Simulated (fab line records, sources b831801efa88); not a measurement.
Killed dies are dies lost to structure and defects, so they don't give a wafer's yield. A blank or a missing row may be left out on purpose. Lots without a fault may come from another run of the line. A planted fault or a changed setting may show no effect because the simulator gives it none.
Which tool did it? | flow gf180mcu | 12 lots, 36 wafers sampled, at 5 steps of a route of 602

WHAT THE GAUGES READ, wafer by wafer
GF_HV_LDD_TW_MEAS_38. Usual: HV_LDD_3_TW 1429, standard deviation 7.2.
lot  | measured     | on            | HV_LDD_3_TW                   | flag
L801 | day 11 10:14 | film_metro-01 | 1429 1425 1433                |
L803 | day 12 08:15 | film_metro-03 | 1425 1420 1410                |
L804 | day 12 13:50 | film_metro-03 | 1419 1422 1423                |
L805 | day 12 20:27 | film_metro-01 | 1432 1438 1439                |
L806 | day 13 06:10 | film_metro-03 | 1431 1436 1439                |
L810 | day 14 17:06 | film_metro-04 | 1424 1425 1426                |
L813 | day 15 11:47 | film_metro-03 | 1436 1429 1434                |
L814 | day 15 17:31 | film_metro-01 | 1435 1437 1432                |
L816 | day 16 10:06 | film_metro-01 | 1444 1430 1430                |
L819 | day 17 11:32 | film_metro-03 | 1401 1408 1409 1402 1405 1399 | OFF
L820 | day 17 18:41 | film_metro-03 | 1406 1397 1402 1397 1394 1394 | OFF
L824 | day 18 22:39 | film_metro-01 | 1430 1433 1433                |

GF_HV_LDD_RS_MEAS_53: measures by four-point-probe. Usual: HV_LDD_RS 419.0 ohm/sq, standard deviation 0.82.
lot  | measured     | on            | HV_LDD_RS (ohm/sq)                  | flag
L801 | day 12 05:23 | film_metro-04 | 420.6 419.6 418.9                   |
L803 | day 13 04:11 | film_metro-03 | 419.8 419.1 420.1                   |
L804 | day 13 09:49 | film_metro-04 | 419.9 418.8 419.5                   |
L805 | day 13 16:13 | film_metro-03 | 419.1 417.5 417.8                   |
L806 | day 14 02:58 | film_metro-04 | 419.9 419.8 417.9                   |
L810 | day 15 15:17 | film_metro-03 | 419.7 419.2 419.0                   |
L813 | day 16 10:14 | film_metro-04 | 420.4 419.5 419.8                   |
L814 | day 16 16:20 | film_metro-04 | 418.6 417.9 419.9                   |
L816 | day 17 08:56 | film_metro-03 | 418.9 419.0 419.0                   |
L819 | day 18 11:40 | film_metro-01 | 422.1 420.5 420.8 420.5 421.6 420.3 |
L820 | day 18 18:44 | film_metro-01 | 422.0 422.9 422.2 423.0 421.7 422.1 | OFF
L824 | day 19 23:25 | film_metro-01 | 419.4 419.1 418.5                   |

GF_SAB_THK_MEAS_01. Usual: SAB_CVD_00_THK 50.0 nm, standard deviation 0.62.
lot  | measured     | on            | SAB_CVD_00_THK (nm) | flag
L801 | day 14 02:23 | film_metro-04 | 49.3 49.2 50.1      |
L803 | day 15 01:22 | film_metro-03 | 49.7 50.2 50.0      |
L804 | day 15 07:08 | film_metro-02 | 50.2 50.9 50.8      |
L805 | day 15 13:26 | film_metro-02 | 49.6 49.0 50.9      |
L806 | day 16 01:52 | film_metro-04 | 49.6 50.5 50.7      |
L810 | day 17 16:25 | film_metro-03 | 50.5 49.6 50.6      |
L813 | day 18 12:23 | film_metro-04 | 50.1 50.4 50.5      |
L814 | day 18 18:22 | film_metro-03 | 50.8 51.6 51.5      |
L816 | day 19 12:41 | film_metro-03 | 49.9 49.7 49.6      |
L819 | day 20 16:20 | film_metro-03 | 49.4 50.7 50.7      |
L820 | day 20 23:10 | film_metro-02 | 50.2 50.5 50.1      |
L824 | day 22 04:32 | film_metro-04 | 49.7 49.8 50.1      |

GF_CONTACT_THK_MEAS_01. Usual: CONTACT_CVD_00_THK 300.8 nm, standard deviation 2.6.
lot  | measured     | on            | CONTACT_CVD_00_THK (nm) | flag
L801 | day 15 00:53 | film_metro-04 | 307.0 303.4 303.9       |
L803 | day 15 23:32 | film_metro-01 | 298.0 302.2 299.8       |
L804 | day 16 05:51 | film_metro-03 | 298.3 302.5 298.8       |
L805 | day 16 11:57 | film_metro-01 | 300.3 303.8 304.1       |
L806 | day 17 01:01 | film_metro-03 | 299.4 300.5 299.3       |
L810 | day 18 16:24 | film_metro-01 | 296.7 299.8 300.9       |
L813 | day 19 13:22 | film_metro-04 | 304.9 303.2 301.6       |
L814 | day 19 19:48 | film_metro-04 | 299.2 298.9 293.1       |
L816 | day 20 13:15 | film_metro-04 | 299.9 298.2 305.3       |
L819 | day 21 16:45 | film_metro-01 | 301.2 302.6 303.2       |
L820 | day 22 00:14 | film_metro-03 | 301.4 306.2 306.1       |
L824 | day 23 04:59 | film_metro-01 | 299.6 298.7 300.0       |

WHICH TOOL RAN EACH LOT (tool, then ch and the chambers of the sampled wafers, then the start)
lot  | GF_HV_LDD_IMPLANT_36
L801 | implanter-03 ch 0, day 11 09:59
L803 | implanter-04 ch 0, day 12 08:01
L804 | implanter-04 ch 0, day 12 13:35
L805 | implanter-03 ch 0, day 12 20:12
L806 | implanter-04 ch 0, day 13 05:57
L810 | implanter-03 ch 0, day 14 16:52
L813 | implanter-02 ch 0, day 15 11:32
L814 | implanter-04 ch 0, day 15 17:19
L816 | implanter-02 ch 0, day 16 09:51
L819 | implanter-03 ch 0, day 17 11:17
L820 | implanter-03 ch 0, day 17 18:28
L824 | implanter-04 ch 0, day 18 22:24
- GF_HV_LDD_IMPLANT_36

WHAT THE TOOLS THEMSELVES READ (means of the sampled wafers that have a number; where no wafer has one, the mark that the record gives instead)
GF_HV_LDD_IMPLANT_36. Usual: dose_ions_cm2 7.499e+12, standard deviation 8.1e+09; faraday_current_uA 42.3, standard deviation 0.86.
lot  | tool         | dose_ions_cm2 | faraday_current_uA | flag
L801 | implanter-03 | 7.506e+12     | 42.2               |
L803 | implanter-04 | 7.498e+12     | 43.1               |
L804 | implanter-04 | 7.494e+12     | 43.0               |
L805 | implanter-03 | 7.500e+12     | 42.2               |
L806 | implanter-04 | 7.502e+12     | 41.9               |
L810 | implanter-03 | 7.494e+12     | 42.2               |
L813 | implanter-02 | 7.506e+12     | 41.2               |
L814 | implanter-04 | 7.494e+12     | 41.8               |
L816 | implanter-02 | 7.496e+12     | 42.5               |
L819 | implanter-03 | 6.314e+12     | 35.3               | OFF
L820 | implanter-03 | 6.301e+12     | 35.9               | OFF
L824 | implanter-04 | 7.507e+12     | 42.4               |

THE ANSWER, worked out from the rows above alone
Rule: a lot is off if the mean of its wafers that have a number lies more than 3 standard deviations from the usual mean. A lot without any number at a reading at which 4 lots or more have one is off too. The other lots that the step has rows for count as sound. The gauges are gone through in route order, then the tools' own readings, and for those a lot's mean is taken as printed above. The first step at which some lot is off is used, and at that step the reading that is off furthest; a lot without a number counts as furthest.
Off: L819, L820, at GF_HV_LDD_TW_MEAS_38 (HV_LDD_3_TW).
A tool fits if, at a process step before that reading, it ran every lot that is off, and no sound lot after the first of them. The gauges at GF_HV_LDD_TW_MEAS_38 aren't tried: what is off there is off at GF_HV_LDD_IMPLANT_36 too, on other tools, and a gauge's error can't cause that. One fits: implanter-03 at GF_HV_LDD_IMPLANT_36. Its last sound lot is L810 (day 14 16:52), its first lot that is off L819 (day 17 11:17): a fault that began between those two fits.
The tool's own readings at GF_HV_LDD_IMPLANT_36 bear it out: on the lots that are off they differ by more than 5 times the standard deviation of the sound lots' means. dose_ions_cm2 reads 6.308e+12 there against 7.500e+12 on the sound lots; faraday_current_uA reads 35.6 there against 42.2 on the sound lots.

WHAT THE SIMULATOR HAD PUT IN
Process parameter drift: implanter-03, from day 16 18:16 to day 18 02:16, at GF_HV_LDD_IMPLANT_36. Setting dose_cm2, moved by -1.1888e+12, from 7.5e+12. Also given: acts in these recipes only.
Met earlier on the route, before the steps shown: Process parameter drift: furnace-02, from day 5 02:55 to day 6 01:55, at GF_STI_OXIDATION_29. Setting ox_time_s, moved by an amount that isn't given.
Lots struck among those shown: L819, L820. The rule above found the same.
